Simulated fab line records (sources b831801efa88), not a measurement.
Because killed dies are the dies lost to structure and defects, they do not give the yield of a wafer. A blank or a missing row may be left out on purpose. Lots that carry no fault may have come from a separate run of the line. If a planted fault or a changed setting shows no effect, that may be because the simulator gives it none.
Problem report in the 8D (eight disciplines) form, filled by code ; flow sky130 ; the parts of the form that need people (team, actions taken, sign-off) are left out

1. WHAT IS WRONG
At SKY_VT_ADJUST_NCORE_IMPLANT_09, dose-ions-cm2 averages 2.5617e+12 over 9 wafers from 3 lots, while fault-free wafers read 2.4004e+12, standard deviation 2.6e+09. That is +62 standard deviations from the usual mean.
Earliest sighting: wafer L983.2 on implanter-01 at day 10 08:24. The record has a number at this step for 21 wafers belonging to 7 lots. Rule for "out", or "out of limits": more than 4 standard deviations from the usual mean. The rest of the wafers with a number are treated as sound.

2. WHAT IT IS, WHAT IT ISN'T
question;is;is not
which readings at this step;dose-ions-cm2;-
which lots;L983, L985, L986;L972, L974, L984, L989
which wafers of those lots;all that have a number;-
read on which tools;implanter-01;implanter-03, implanter-04
when;from day 10 08:24;"up to then (6 sound wafers); but 6 sound wafers of L984, L989 came after"

3. SUSPECTS, AND WHAT RULES EACH OUT
Counting: a tool stays on the suspect list if, at a process step up to the reading, it processed all lots that are out and no sound lot following the first of them.
- implanter-01 at SKY_VT_ADJUST_NCORE_IMPLANT_09: kept. It ran every lot that is out, first L983 (day 10 08:24), and no sound lot after that; its last sound lot up to then is L974 (day 8 13:41). Its own readings are out on those wafers: dose-ions-cm2.
Left after counting: implanter-01 at SKY_VT_ADJUST_NCORE_IMPLANT_09.

4. THE CAUSE (what the simulator had put in)
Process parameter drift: implanter-01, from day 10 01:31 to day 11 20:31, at SKY_VT_ADJUST_NCORE_IMPLANT_09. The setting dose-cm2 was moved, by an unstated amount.
Counting left only this tool.

5. SEQUENCE OF EFFECTS, ordered by route
Each row: a reading where the mean over the struck wafers with a number is more than 3 standard deviations away from the usual. Only readings for which the record gives a usual standard deviation are gone through. hours: the time from each lot's start at the first step in this table that gives one to its start at this step, as a median over the lots. sigmas: the change in usual standard deviations.
hours;step;reading;usual;on struck wafers;change;sigmas
0;SKY_VT_ADJUST_NCORE_IMPLANT_09;dose-ions-cm2;2.4004e+12;2.5617e+12;+1.6134e+11;+62
Process steps it contains:
- SKY_VT_ADJUST_NCORE_IMPLANT_09

6. HOW IT WOULD HAVE BEEN CAUGHT EARLIER
In this record the first reading out of limits was taken at day 10 08:24, 7 hours after the fault began at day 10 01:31.
